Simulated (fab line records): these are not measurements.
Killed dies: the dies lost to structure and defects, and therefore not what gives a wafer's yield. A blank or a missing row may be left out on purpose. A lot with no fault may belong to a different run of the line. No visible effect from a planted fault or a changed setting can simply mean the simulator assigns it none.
fab line records    flow sky130
[record] lots = 6  wafers = 18  lastDay = 50
route steps=708 shown LI_CONTACT@371 PAD_OPEN@708
lots that met no fault: taken from a fault-free run of the same line
startH: the number of hours between the record's first day and the start of the first shown wafer of the lot    waitH: hours since the lot's step before    " identical to the entry in the row above    L1.1+2: a single row standing in for several wafers    - value missing, or start not given    * or withheld: withheld    < > ~ a bound
route shown NAME@n: NAME is a module with steps in the file, n the number in the route of the first one    usual: the fault-free wafers' mean and standard deviation    same: alike in all rows    chamber/n: place in a boat    sites: the reading at each site    _std_site: their standard deviation    _edge_site: mean of outer sites minus mean of inner sites    radiusMm: how far each site lies from the wafer's centre    mask NAME#n: copy n    behind: the tool/chamber that last shaped the wafer    hold: reason for holding the lot/hours on hold/outcome of the hold    device: which transistor (n, p or np) failed to switch    end of line: tests of these same wafers at the route's end    a step with no rows: only its recipe    killed: dies lost to structure and defects at the first sort, not the wafer's yield    map: the dies of a wafer, with x for killed, . for not killed, _ for no die there
set.NAME: setting as actually run; set.NAME@STEP: the setting as run at that earlier step    model.NAME: the simulator's own value behind a step, which no gauge read
lots seen at some steps along the route; tables by step, rows by wafer
services: when a tool's chamber went out of use (startH, in hours from the record's first day, below 0 if earlier), for how many hours, and the reason
[[steps]]
[step SKY_LI_CONTACT_EXPOSE_09]
[recipe] maskId = LICM1  na = 0.8  sourceShape = annular  sigmaInner = 0.55  sigmaOuter = 0.85  targetCdNm = 170  doseMj = 38
[step SKY_LI_CONTACT_PEB_10]
[recipe] pebTempC = withheld  pebTimeS = withheld  resist = KrF-thick
[step SKY_LI_CONTACT_DEVELOP_11]
[recipe] developTimeS = 60  resist = KrF-thick  devTempC = 21
[step SKY_LI_CONTACT_CD_MEAS_12]
[recipe] targetCdNm = 170
[usual] cdNm = 170.0/1.6
lot.wafer  tool      chamber  startH  waitH  cdNm
L436.1     cdSem-02  -        668.85  -      170.3
L436.4     "         -        "       "      171.2
L436.5     "         -        "       "      171.4
L441.2     cdSem-01  -        715.92  -      170.0
L441.3     "         -        "       "      169.7
L441.4     "         -        "       "      168.4
L447.1     cdSem-02  -        769.47  -      167.1
L447.2     "         -        "       "      167.5
L447.6     "         -        "       "      167.6
L451.1     cdSem-01  -        801.42  -      171.0
L451.2     "         -        "       "      170.1
L451.6     "         -        "       "      170.9
L453.1     cdSem-01  -        832.84  -      170.8
L453.2     "         -        "       "      169.7
L453.3     "         -        "       "      170.9
L457.1     cdSem-02  -        845.54  -      170.5
L457.4     "         -        "       "      171.7
L457.6     "         -        "       "      170.5
[step SKY_LI_CONTACT_OVL_MEAS_13]
[usual] LI_CONTACT_OVL = 2/6
lot.wafer  tool        chamber  startH  waitH  LI_CONTACT_OVL[nm]
L436.1     overlay-01  -        668.97  0.1    -2
L436.4     "           -        "       "      -6
L436.5     "           -        "       "      -6
L441.2     overlay-01  -        716.02  0.1    1
L441.3     "           -        "       "      -12
L441.4     "           -        "       "      -7
L447.1     overlay-01  -        769.59  0.1    16
L447.2     "           -        "       "      9
L447.6     "           -        "       "      12
L451.1     overlay-01  -        801.54  0.1    10
L451.2     "           -        "       "      6
L451.6     "           -        "       "      3
L453.1     overlay-02  -        832.96  0.1    1
L453.2     "           -        "       "      11
L453.3     "           -        "       "      3
L457.1     overlay-01  -        845.66  0.1    6
L457.4     "           -        "       "      11
L457.6     "           -        "       "      12
[step SKY_LI_CONTACT_ETCH_14]
[recipe] chemistry = N2/H2  target = BARC  ionEnergyEv = 200  sourceW = 500  biasW = 100  pressureMtorr = 30  n2FlowSccm = 100  h2FlowSccm = 200  stopOn = SiO2  timeS = 45.9  targetDepthA = 600
[usual] drypumpMotorCurrentA = 5.6/0.45  n2FlowSccm = 100.1/0.3  oesProductAu = 0.856/0.0049  throttleValvePct = 13.224/0.0088
lot.wafer  tool        chamber  startH  waitH  drypumpMotorCurrentA  n2FlowSccm  oesProductAu  rfHoursCounterH  throttleValvePct
L436.1     rieDiel-02  2        669.00  0.0    5.5                   99.6        0.865         62               13.204
L436.4     "           1        "       "      6.0                   100.4       0.858         2                13.216
L436.5     "           0        "       "      5.8                   99.8        0.861         -                13.235
L441.2     rieDiel-01  0        716.05  0.0    5.1                   100.0       0.852         18               13.219
L441.3     "           1        "       "      5.4                   100.4       0.851         2                13.215
L441.4     "           0        "       "      5.1                   99.8        0.853         -                13.240
L447.1     rieDiel-02  1        769.62  0.0    6.0                   99.9        0.855         4                13.229
L447.2     "           0        "       "      5.8                   99.7        0.853         5                13.230
L447.6     "           3        "       "      5.8                   100.3       0.856         -                13.230
L451.1     rieDiel-02  0        801.57  0.0    5.8                   99.8        0.852         6                13.223
L451.2     "           1        "       "      6.0                   100.3       0.857         6                13.206
L451.6     "           0        "       "      5.8                   99.9        0.850         -                13.223
L453.1     rieDiel-01  0        833.00  0.0    5.1                   100.0       0.861         21               13.223
L453.2     "           3        "       "      5.0                   100.2       0.854         11               13.246
L453.3     "           2        "       "      5.4                   100.2       0.863         5                13.231
L457.1     rieDiel-04  3        845.69  0.0    5.8                   100.2       0.859         11               13.225
L457.4     "           1        "       "      6.8                   100.0       0.858         14               13.214
L457.6     "           0        "       "      5.0                   99.9        0.863         -                13.210
[step SKY_LI_CONTACT_ETCH_15]
[recipe] target = PSG  chemistry = C4F8/O2/Ar  stopOn = Si  taperDeg = 4.15  maskMaterial = KrF-thick  sourceW = 1500  biasW = 1200  pressureMtorr = 40  c4f8FlowSccm = withheld  O2_flow_sccm = 6  Ar_flow_sccm = 300  timeS = withheld  targetDepthA = 6000
[usual] oesProductAu = 0.837/0.0044
lot.wafer  tool        chamber  startH  waitH  oesProductAu
L436.1     rieDiel-02  2        669.04  0.0    0.838
L436.4     "           1        "       "      0.832
L436.5     "           0        "       "      0.827
L441.2     rieDiel-01  0        716.09  0.0    0.840
L441.3     "           1        "       "      0.829
L441.4     "           0        "       "      0.838
L447.1     rieDiel-02  1        769.66  0.0    0.836
L447.2     "           0        "       "      0.839
L447.6     "           3        "       "      0.828
L451.1     rieDiel-02  0        801.61  0.0    0.842
L451.2     "           1        "       "      0.843
L451.6     "           0        "       "      0.842
L453.1     rieDiel-01  0        833.04  0.0    0.824
L453.2     "           3        "       "      0.833
L453.3     "           2        "       "      0.829
L457.1     rieDiel-04  3        845.73  0.0    0.835
L457.4     "           1        "       "      0.833
L457.6     "           0        "       "      0.835
[step SKY_LI_CONTACT_STRIP_16]
[recipe] chemistry = O2/N2  powerW = 1400  pressureMtorr = 1500  platenTempC = withheld  o2FlowSccm = 3000  n2FlowSccm = 300  overashFraction = 0.5
[step SKY_LI_CONTACT_CLEAN_17]
[recipe] chemistry = NMP  timeS = 600  tempC = 60  dry = n2Spin
[step SKY_LI_CONTACT_PRE_CLEAN_18]
[recipe] gas = Ar  timeS = 5.6  biasV = 358
[step SKY_LI_CONTACT_SPUTTER_19]
[recipe] material = Ti  targetThkNm = 20  chamberPressurePa = 5  powerW = 2500  substrateTempC = 200  timeS = 106.37
[usual] throttleValvePct = 29.9/1.1
lot.wafer  tool           chamber  startH  waitH  throttleValvePct
L436.1     pvdSputter-01  -        669.42  0.0    29.7
L436.4     "              -        "       "      28.8
L436.5     "              -        "       "      30.8
L441.2     pvdSputter-04  -        716.68  0.0    30.9
L441.3     "              -        "       "      32.7
L441.4     "              -        "       "      31.5
L447.1     pvdSputter-01  -        770.04  0.0    29.6
L447.2     "              -        "       "      30.8
L447.6     "              -        "       "      29.4
L451.1     pvdSputter-01  -        801.99  0.0    29.7
L451.2     "              -        "       "      30.9
L451.6     "              -        "       "      28.7
L453.1     pvdSputter-02  -        833.42  0.0    28.9
L453.2     "              -        "       "      28.2
L453.3     "              -        "       "      30.5
L457.1     pvdSputter-02  -        846.11  0.0    28.2
L457.4     "              -        "       "      28.9
L457.6     "              -        "       "      29.1
[step SKY_LI_CONTACT_SPUTTER_20]
[recipe] material = TiN  targetThkNm = 20  chamberPressurePa = 5  powerW = 4000  timeS = 80
[usual] throttleValvePct = 29.9/1.1
lot.wafer  tool           chamber  startH  waitH  throttleValvePct
L436.1     pvdSputter-01  -        669.50  0.0    29.7
L436.4     "              -        "       "      29.1
L436.5     "              -        "       "      30.7
L441.2     pvdSputter-04  -        716.76  0.0    31.0
L441.3     "              -        "       "      32.3
L441.4     "              -        "       "      31.3
L447.1     pvdSputter-01  -        770.12  0.0    29.4
L447.2     "              -        "       "      30.6
L447.6     "              -        "       "      29.4
L451.1     pvdSputter-01  -        802.07  0.0    29.8
L451.2     "              -        "       "      30.8
L451.6     "              -        "       "      28.7
L453.1     pvdSputter-02  -        833.50  0.0    28.7
L453.2     "              -        "       "      28.1
L453.3     "              -        "       "      30.4
L457.1     pvdSputter-02  -        846.19  0.0    28.3
L457.4     "              -        "       "      28.9
L457.6     "              -        "       "      29.0
[step SKY_LI_CONTACT_CVD_21]
[recipe] material = W  targetThkNm = 400  timeS = 120.56  tempC = 400  pressureTorr = 40
[usual] chamberPressureTorr = 39.99/0.087  heaterPowerOuterW = 477/62  heaterPowerW = 797/90
lot.wafer  tool     chamber  startH  waitH  chamberPressureTorr  heaterPowerOuterW  heaterPowerW  sinceWetCleanH  model.W_of_LI_CONTACT_CVD_21.thkNm
L436.1     cvdW-02  0        669.56  0.0    39.83                415                701           266             403.4
L436.4     "        0        "       "      39.92                408                702           -               412.6
L436.5     "        0        "       "      39.80                415                699           -               406.8
L441.2     cvdW-01  1        716.82  0.0    39.92                557                910           813             396
L441.3     "        0        "       "      40.05                575                952           -               408.1
L441.4     "        1        "       "      40.02                568                876           -               391.8
L447.1     cvdW-01  1        770.18  0.0    34.92                567                902           866             371.2
L447.2     "        0        "       "      40.03                570                965           866             413.2
L447.6     "        1        "       "      34.96                572                867           -               373.6
L451.1     cvdW-01  0        802.13  0.0    40.08                560                971           898             403.6
L451.2     "        1        "       "      34.99                577                894           898             368.7
L451.6     "        0        "       "      40.07                570                956           -               405.6
L453.1     cvdW-02  0        833.56  0.0    40.13                416                715           430             399.7
L453.2     "        1        "       "      40.00                470                798           430             397.5
L453.3     "        1        "       "      40.03                459                789           -               399
L457.1     cvdW-02  0        846.25  0.0    39.87                424                713           442             403.2
L457.4     "        1        "       "      40.04                462                793           -               402.5
L457.6     "        0        "       "      40.01                425                705           -               399.8
[step SKY_LI_CONTACT_RS_MEAS_22]
[recipe] thkMeasGauge = four-point-probe  reads = W_of_LI_CONTACT_CVD_21+TiN_of_LI_CONTACT_SPUTTER_20+Ti_of_LI_CONTACT_SPUTTER_19
[usual] LI_CONTACT_W_RS = 0.284/0.0036
lot.wafer  tool          chamber  startH  waitH  hold                     LI_CONTACT_W_RS[ohm/sq]
L436.1     filmMetro-01  -        669.69  0.1    -                        0.282
L436.4     "             -        "       "      -                        0.275
L436.5     "             -        "       "      -                        0.280
L441.2     filmMetro-04  -        716.96  0.1    -                        0.288
L441.3     "             -        "       "      -                        0.280
L441.4     "             -        "       "      -                        0.291
L447.1     filmMetro-04  -        770.31  0.1    awaitDispo/0.2h/release  0.307
L447.2     "             -        "       "      awaitDispo/0.2h/release  0.276
L447.6     "             -        "       "      awaitDispo/0.2h/release  0.305
L447.1     filmMetro-04  -        770.59  0.3    -                        0.308
L447.2     "             -        "       "      -                        0.276
L447.6     "             -        "       "      -                        0.305
L451.1     filmMetro-01  -        802.26  0.1    awaitDispo/0.2h/release  0.282
L451.2     "             -        "       "      awaitDispo/0.2h/release  0.309
L451.6     "             -        "       "      awaitDispo/0.2h/release  0.281
L451.1     filmMetro-01  -        802.54  0.3    -                        0.282
L451.2     "             -        "       "      -                        0.309
L451.6     "             -        "       "      -                        0.281
L453.1     filmMetro-04  -        833.68  0.1    -                        0.285
L453.2     "             -        "       "      -                        0.286
L453.3     "             -        "       "      -                        0.286
L457.1     filmMetro-01  -        846.38  0.1    -                        0.283
L457.4     "             -        "       "      -                        0.283
L457.6     "             -        "       "      -                        0.285
[step SKY_LI_CONTACT_THK_MEAS_23]
[recipe] thkMeasGauge = xrf  reads = W_of_LI_CONTACT_CVD_21
[usual] LI_CONTACT_W_THK = 394/7
lot.wafer  tool          chamber  startH  waitH  hold                     LI_CONTACT_W_THK[nm]
L436.1     filmMetro-01  -        669.81  0.1    -                        390
L436.4     "             -        "       "      -                        398
L436.5     "             -        "       "      -                        393
L441.2     filmMetro-04  -        717.07  0.1    -                        394
L441.3     "             -        "       "      -                        403
L441.4     "             -        "       "      -                        388
L447.1     filmMetro-02  -        777.04  6.4    awaitDispo/0.2h/release  365
L447.2     "             -        "       "      awaitDispo/0.2h/release  404
L447.6     "             -        "       "      awaitDispo/0.2h/release  366
L447.1     filmMetro-02  -        777.27  0.2    -                        363
L447.2     "             -        "       "      -                        406
L447.6     "             -        "       "      -                        368
L451.1     filmMetro-01  -        812.18  9.6    awaitDispo/0.2h/release  384
L451.2     "             -        "       "      awaitDispo/0.2h/release  352
L451.6     "             -        "       "      awaitDispo/0.2h/release  390
L451.1     filmMetro-01  -        816.32  4.1    -                        393
L451.2     "             -        "       "      -                        358
L451.6     "             -        "       "      -                        394
L453.1     filmMetro-04  -        833.80  0.1    -                        403
L453.2     "             -        "       "      -                        399
L453.3     "             -        "       "      -                        401
L457.1     filmMetro-01  -        846.50  0.1    -                        389
L457.4     "             -        "       "      -                        387
L457.6     "             -        "       "      -                        385
[step SKY_LI_CONTACT_CMP_24]
[recipe] stopOn = PSG  tOverpolishS = 20  downForcePsi = 3.5  platenRpm = 60  targetThkNm = 0  padVelocityMS = 0.94248
[usual] motorCurrentA = 11.1/1  slurryFlowMlMin = 150.0/0.5
lot.wafer  tool    chamber  startH  waitH  hold                     motorCurrentA  slurryFlowMlMin
L436.4     cmp-02  0        669.92  0.1    -                        12.3           150.1
L436.1     "       2        "       "      -                        9.7            149.7
L436.5     "       3        "       "      -                        10.4           149.5
L441.3     cmp-01  0        717.12  0.0    -                        11.2           149.6
L441.2     "       2        "       "      -                        11.8           149.6
L441.4     "       3        "       "      -                        9.9            150.5
L447.2     cmp-01  3        780.04  2.7    awaitDispo/2.7h/release  10.2           149.9
L447.1     "       2        "       "      awaitDispo/2.7h/release  12.2           150.2
L447.6     "       3        "       "      awaitDispo/2.7h/release  10.2           150.3
L451.1     cmp-01  0        817.40  1.1    awaitDispo/1.0h/release  10.4           150.0
L451.2     "       2        "       "      awaitDispo/1.0h/release  12.7           149.3
L451.6     "       0        "       "      awaitDispo/1.0h/release  11.5           149.4
L453.1     cmp-02  3        833.86  0.1    -                        9.9            150.2
L453.2     "       0        "       "      -                        12.8           150.6
L453.3     "       2        "       "      -                        10.2           149.4
L457.4     cmp-01  0        846.56  0.0    -                        11.4           149.9
L457.1     "       1        "       "      -                        11.2           150.1
L457.6     "       0        "       "      -                        10.8           151.0
[step SKY_PAD_OPEN_PROBE_99]
[usual] killed_at_M0_to_M3 = 43/7.4  killed_at_M4_up = 3.1/1.9  killedAtContacts = 25/5.4  killedAtFrontEnd = 15/4.3  killedAtOther = 0.3/0.54  killedDies = 86/10  killedOnRim = 17/4  killedOpen = 46/7.4  killedShort = 40/7
[same] grossDies = 492  killedAtBackSide = 0
lot.wafer  tool       chamber  startH   waitH  killed_at_M0_to_M3  killed_at_M4_up  killedAtContacts  killedAtFrontEnd  killedAtOther  killedDies  killedOnRim  killedOpen  killedShort
L441.2     prober-02  -        1105.40  0.1    46                  3                22                15                1              87          18           48          39
L441.3     prober-02  -        1105.45  0.2    40                  7                25                8                 0              80          12           35          45
L441.4     prober-02  -        1105.50  0.2    75                  4                18                21                0              118         16           61          57
L447.1     prober-02  -        1148.13  0.1    33                  4                27                14                0              78          9            42          36
L447.2     prober-02  -        1148.18  0.1    35                  1                27                14                1              78          8            42          36
L447.6     prober-02  -        1148.38  0.2    43                  3                26                19                0              91          17           48          42
L457.1     prober-02  -        1193.99  0.1    42                  2                24                15                1              84          14           39          45
L457.4     prober-02  -        1194.14  0.2    38                  3                26                10                0              77          22           49          28
L457.6     prober-02  -        1194.24  0.2    29                  3                30                10                0              72          14           45          27
// killed by level:class
L441.2 VIA1:geometricParticle:open=19 LI_CONTACT:geometricParticle:open=7 VIA1:geometricParticle:short=6 LOCAL_INTERCONNECT:geometricParticle:short=5 CONTACT:geometricParticle:open=5 METAL2:geometricParticle:short=5 VIA3:geometricParticle:open=5 SPACER:geometricParticle:short=4
L441.3 VIA1:geometricParticle:open=8 METAL2:geometricParticle:short=8 LI_CONTACT:geometricParticle:open=7 METAL4:geometricParticle:short=7 VIA2:geometricParticle:open=6 CONTACT:geometricParticle:short=5 LOCAL_INTERCONNECT:geometricParticle:short=5 CONTACT:geometricParticle:open=5
L441.4 VIA1:geometricParticle:open=17 VIA2:geometricParticle:open=13 METAL2:geometricParticle:short=9 LOCAL_INTERCONNECT:geometricParticle:short=8 VIA3:geometricParticle:open=8 FIELD_ISO:geometricParticle:short=6 METAL1:geometricParticle:short=6 FIELD_ISO:geometricParticle:open=5
L447.1 CONTACT:geometricParticle:open=10 LI_CONTACT:geometricParticle:open=9 VIA2:geometricParticle:open=7 POLY_GATE:geometricParticle:open=5 CONTACT:geometricParticle:short=5 VIA1:geometricParticle:open=4 VIA1:geometricParticle:short=4 METAL2:geometricParticle:short=4
L447.2 LI_CONTACT:geometricParticle:open=9 LOCAL_INTERCONNECT:geometricParticle:short=7 METAL1:geometricParticle:short=7 CONTACT:geometricParticle:open=6 VIA3:geometricParticle:open=6 VIA1:geometricParticle:short=5 VIA2:geometricParticle:open=5 FIELD_ISO:geometricParticle:open=4
L447.6 VIA2:geometricParticle:open=10 VIA1:geometricParticle:open=9 LI_CONTACT:geometricParticle:open=8 VIA3:geometricParticle:open=6 LI_CONTACT:geometricParticle:short=5 LOCAL_INTERCONNECT:geometricParticle:short=5 VIA1:geometricParticle:short=5 FIELD_ISO:geometricParticle:short=4
L457.1 METAL1:geometricParticle:short=10 CONTACT:geometricParticle:open=8 FIELD_ISO:geometricParticle:short=7 VIA1:geometricParticle:open=6 LI_CONTACT:geometricParticle:open=5 CONTACT:geometricParticle:short=5 VIA2:geometricParticle:open=5 METAL2:geometricParticle:short=4
L457.4 VIA1:geometricParticle:open=12 LI_CONTACT:geometricParticle:open=9 CONTACT:geometricParticle:open=9 VIA2:geometricParticle:open=6 POLY_GATE:geometricParticle:open=4 METAL1:geometricParticle:short=4 VIA2:geometricParticle:short=4 CONTACT:geometricParticle:short=3
L457.6 CONTACT:geometricParticle:open=13 VIA1:geometricParticle:open=7 LI_CONTACT:geometricParticle:open=7 METAL1:geometricParticle:short=6 LI_CONTACT:geometricParticle:short=4 CONTACT:geometricParticle:short=3 VIA2:geometricParticle:open=3 FIELD_ISO:geometricParticle:short=2
[[services]]
tool           chamber  startH  hours  kind
cmp-01         -        648.69  6.5    repair
pvdSputter-02  -        662.18  3.1    repair
pvdSputter-01  -        670.51  5.3    repair
rieDiel-02     2        673.69  32.9   repair
rieDiel-01     0        685.59  11.3   repair
rieDiel-02     1        688.24  5.6    repair
pvdSputter-04  -        698.60  2.2    repair
rieDiel-01     -        709.57  2.8    pm
cmp-01         -        714.46  2.6    repair
pvdSputter-02  -        720.07  14.5   repair
cmp-02         -        733.94  2.8    repair
cvdW-01        -        741.17  0.3    repair
cmp-01         -        744.13  4.0    pm
cmp-02         -        744.29  1.5    repair
pvdSputter-02  -        745.22  3.9    repair
cvdW-01        -        751.63  7.6    repair
pvdSputter-04  -        754.30  3.5    repair
cvdW-02        -        761.29  2.8    pm
cmp-01         -        761.53  3.9    repair
pvdSputter-02  -        767.52  5.3    repair
pvdSputter-01  -        781.14  1.9    repair
cmp-02         -        817.57  0.8    repair
pvdSputter-04  -        819.28  1.4    repair
rieDiel-04     -        824.83  14.6   pm
[[key]]
[firstSign] step = SKY_LI_CONTACT_CVD_21  reading = chamberPressureTorr  direction = down  sigmas = 58  usual = 39.99  struck = 34.96
[effect] step = SKY_LI_CONTACT_RS_MEAS_22  reading = visit  direction = added
[effect] step = SKY_LI_CONTACT_RS_MEAS_22  reading = LI_CONTACT_W_RS  direction = up  sigmas = 6.4  usual = 0.284  struck = 0.307
[effect] step = SKY_LI_CONTACT_THK_MEAS_23  reading = visit  direction = added
[effect] step = SKY_LI_CONTACT_CMP_24  reading = hold  direction = added
[modelEffect] step = SKY_LI_CONTACT_CVD_21  value = W_of_LI_CONTACT_CVD_21.thkNm  without = 396.9  struck = 371.2
metAt SKY_LI_CONTACT_CVD_21
struckWafers L447.1,L447.6,L451.2
testerLeftOut L447,L451
onsetBetween 716.82 770.18
[fault] kind = processParameterDrift  tool = cvdW-01  chamber = 1  onsetH = 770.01  steps = SKY_LI_CONTACT_CVD_21  channel = pressureTorr  offset = -5.0096  shape = step  endH = 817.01  actsIn = theseRecipesOnly  stated = 40
// testerLeftOut: of these lots the tester's yield and bins aren't shown, on N5 and GAA mostly nor the transistor test; their killed dies are dies lost to structure and defects alone, not to doping, threshold or leakage, so they don't give the yield
